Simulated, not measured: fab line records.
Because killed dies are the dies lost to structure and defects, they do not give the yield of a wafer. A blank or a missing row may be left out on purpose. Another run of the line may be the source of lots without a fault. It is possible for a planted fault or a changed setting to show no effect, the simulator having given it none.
Struck lot and sound lot, side by side | flow gf180mcu | 14 steps out of a route of 602
Sound: these wafers, L979.1, L979.2, L979.4. Wafers L976.3, L976.4, L976.5 were the ones struck. The cause is named last.
At each step with rows: each side's tool, then ch and its chambers, then its first start. Under that, the readings that differ: sound wafers | struck wafers | difference of the means | sigmas: that difference in standard deviations of wafers without a fault.
alike: readings whose means differ by less than 2 such deviations, and words and numbers that are the same on both sides. not compared: withheld readings, readings that some wafer has no value for, bounds like >300 that may hide the same value, and numbers for which the record gives no deviation and whose values overlap.
A row with sigmas, a row that says differs or no value, or rows on one side alone: a step with any of these is where the two part. When numbers do not overlap yet have no deviation, they are printed without sigmas and do not part them. A reading missing from all wafers of one side parts the sides only when that side holds two or more wafers.

first, 3 steps without rows for these wafers: GF_MIM_EXPOSE_16 (exposes mask FuseTop, target cd 2000 nm); GF_MIM_PEB_17; GF_MIM_DEVELOP_18 (develop time 60 s).
GF_MIM_METAL_ETCH_19: etches the open film in Cl2/BCl3, stops on Si3N4, target depth 324.5 nm, time 54.1 s.
  sound on rie_metal-04 ch 0, day 32 01:31; struck on rie_metal-04 ch 0, day 31 09:19
  alike: drypump_motor_current_A, he_backside_leak_sccm, oes_product_au, throttle_valve_pct
  not compared: rf_hours_counter_h
GF_MIM_STRIP_20: strips in O2/N2.
  sound on plasma_asher-04 ch 0,1, day 32 01:40; struck on plasma_asher-03 ch 0,1, day 31 09:26
  alike: drypump_motor_current_A, heater_power_w, oes_product_au, strip_time_to_endpoint_s
  not compared: rf_hours_counter_h
then, 7 steps without rows for these wafers: GF_MIM_STRIP_21 (strips in post etch residue remover, time 1200 s); GF_MIM_CLEAN_22 (cleans in DIW); GF_M5_DEHYDRATE_00 (time 60 s); GF_M5_HMDS_01 (prime time 60 s); GF_M5_COAT_02 (resist thk 1000 nm); GF_M5_SOFTBAKE_03 (time 60 s); GF_M5_EXPOSE_04 (exposes mask Metal5, target cd 280 nm).
GF_M5_PEB_05: peb time 90 s.
  struck on litho_track-01, day 32 02:43; sound on litho_track-03 ch 0, day 32 18:22
  no value came back on the struck wafers for chill_plate_temp_C (C), exhaust_pa (Pa), peb_time_s (s), resist_line_temp_C (C); on the sound wafers chill_plate_temp_C (C) reads 23.05 22.99 23.08
then, 1 step without rows for these wafers: GF_M5_DEVELOP_06 (develop time 60 s).

WHERE THEY PART
At GF_M5_PEB_05 and nowhere else, as far as this record goes.

WHY: what had been put in by the simulator
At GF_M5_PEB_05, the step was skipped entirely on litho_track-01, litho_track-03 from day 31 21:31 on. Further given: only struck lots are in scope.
